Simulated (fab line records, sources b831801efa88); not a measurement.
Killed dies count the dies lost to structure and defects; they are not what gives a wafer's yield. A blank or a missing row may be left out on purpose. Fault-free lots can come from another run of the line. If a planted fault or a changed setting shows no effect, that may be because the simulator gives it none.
Comparing a struck lot with a sound one    flow gf180mcu    23 steps out of a route of 602
Sound: wafers L146.2, L146.4, L146.6. Struck: wafer L167.5. (L167.1, L167.6 of the same lot were not struck and are left out.) The cause comes at the end.
For every step that has rows: the tool of each side, followed by ch and its chambers, followed by its first start. Under that, the readings that differ: sound wafers    struck wafers    difference of the means    sigmas: that difference in standard deviations of wafers without a fault.
alike: readings with means less than 2 such deviations apart, plus words and numbers identical on both sides. not compared: withheld readings, readings lacking a value on some wafer, bounds such as >300 that could conceal the same value, and numbers that have no deviation in the record and whose values overlap.
Wherever a step has rows on one side only, a row that says differs or no value, or a row with sigmas, the two part there. When numbers do not overlap yet have no deviation, they are printed without sigmas and do not part them. A reading missing from all wafers of one side parts the sides only when that side holds two or more wafers.

first, 5 steps without rows for these wafers: GF_HV_LDD_COAT_02 (resist thk 1000 nm); GF_HV_LDD_SOFTBAKE_03 (time 60 s); GF_HV_LDD_EXPOSE_04 (exposes mask Nplus LV AREA, target cd 400 nm); GF_HV_LDD_PEB_05; GF_HV_LDD_DEVELOP_06 (develop time 60 s).
GF_HV_LDD_CD_MEAS_07: target cd 400 nm.
  struck on cd-sem-01, day 16 23:57; sound on cd-sem-02, day 10 14:19
  alike: cd-nm
GF_HV_LDD_OVL_MEAS_08:
  struck on overlay-01, day 17 00:04; sound on overlay-01, day 10 14:26
  alike: HV_LDD_OVL
next, for these wafers, 1 step has no rows: GF_HV_LDD_IMPLANT_09.
GF_HV_LDD_STRIP_10: strips in O2/N2.
  sound on plasma-asher-03 ch 0, day 10 14:37; struck on plasma-asher-01 ch 1, day 17 00:15
reading                sound              struck  difference  sigmas
oes-product-au (a.u.)  0.714 0.715 0.712  0.725   +0.011      +2
  alike: drypump-motor-current-A, heater-power-w, strip-time-to-endpoint-s
  not compared: rf-hours-counter-h
GF_HV_LDD_TW_MEAS_11:
  struck on film-metro-03, day 17 00:21; sound on film-metro-02, day 10 14:43
  alike: HV_LDD_TW
then, 2 steps without rows for these wafers: GF_HV_LDD_DEHYDRATE_12 (time 60 s); GF_HV_LDD_HMDS_13 (prime time 60 s).
GF_HV_LDD_COAT_14: resist thk 1000 nm.
  sound on litho-track-01 ch 0, day 10 23:40; struck on litho-track-03 ch 0, day 17 11:13
reading                                      sound          struck  difference  sigmas
model.NOVOLAK_of_HV_LDD_COAT_14.thk-nm (nm)  999 1000 1001  826.6   -173.4      
  alike: spin-speed-rpm
then, 3 steps without rows for these wafers: GF_HV_LDD_SOFTBAKE_15 (time 60 s); GF_HV_LDD_EXPOSE_16 (exposes mask Pplus LV AREA, target cd 400 nm); GF_HV_LDD_PEB_17.
GF_HV_LDD_DEVELOP_18: develop time 60 s.
  sound on litho-track-02 ch 0, day 11 08:16; struck on litho-track-02 ch 0, day 17 23:15
reading                                      sound             struck  difference  sigmas
model.NOVOLAK_of_HV_LDD_COAT_14.thk-nm (nm)  998.6 999.8 1000  826.2   -173.3      
GF_HV_LDD_CD_MEAS_19: target cd 400 nm.
  struck on cd-sem-02, day 17 23:24; sound on cd-sem-02, day 11 08:25
reading     sound              struck  difference  sigmas
cd-nm (nm)  405.5 403.9 403.4  419.6   +15.3       +6
GF_HV_LDD_OVL_MEAS_20:
  struck on overlay-02, day 17 23:31; sound on overlay-01, day 11 08:32
  alike: HV_LDD_01_OVL
next, for these wafers, 1 step has no rows: GF_HV_LDD_IMPLANT_21.
GF_HV_LDD_STRIP_22: strips in O2/N2.
  sound on plasma-asher-03 ch 0,1, day 11 08:43; struck on plasma-asher-02 ch 0, day 17 23:42
reading                       sound              struck  difference  sigmas
oes-product-au (a.u.)         0.712 0.714 0.722  0.666   -0.050      -11
strip-time-to-endpoint-s (s)  12.61 12.62 12.64  10.61   -2.01       -54
  alike: drypump-motor-current-A, heater-power-w
  not compared: rf-hours-counter-h
GF_HV_LDD_TW_MEAS_23:
  struck on film-metro-03, day 17 23:48; sound on film-metro-02, day 11 08:49
  alike: HV_LDD_2_TW
-- record jumps: 17 days separate the struck wafers' starts on either side; left off in module HV_LDD, taken up again in module PASSIVATION, whose first shown step is the route's number 602 --
GF_PASSIVATION_PROBE_99:
  record: rows for the struck wafers here (prober-02, day 34 21:54), none for the sound ones

WHERE THEY PART
First at GF_HV_LDD_STRIP_10; last, within this record, at GF_PASSIVATION_PROBE_99.

WHY: what the simulator had put in
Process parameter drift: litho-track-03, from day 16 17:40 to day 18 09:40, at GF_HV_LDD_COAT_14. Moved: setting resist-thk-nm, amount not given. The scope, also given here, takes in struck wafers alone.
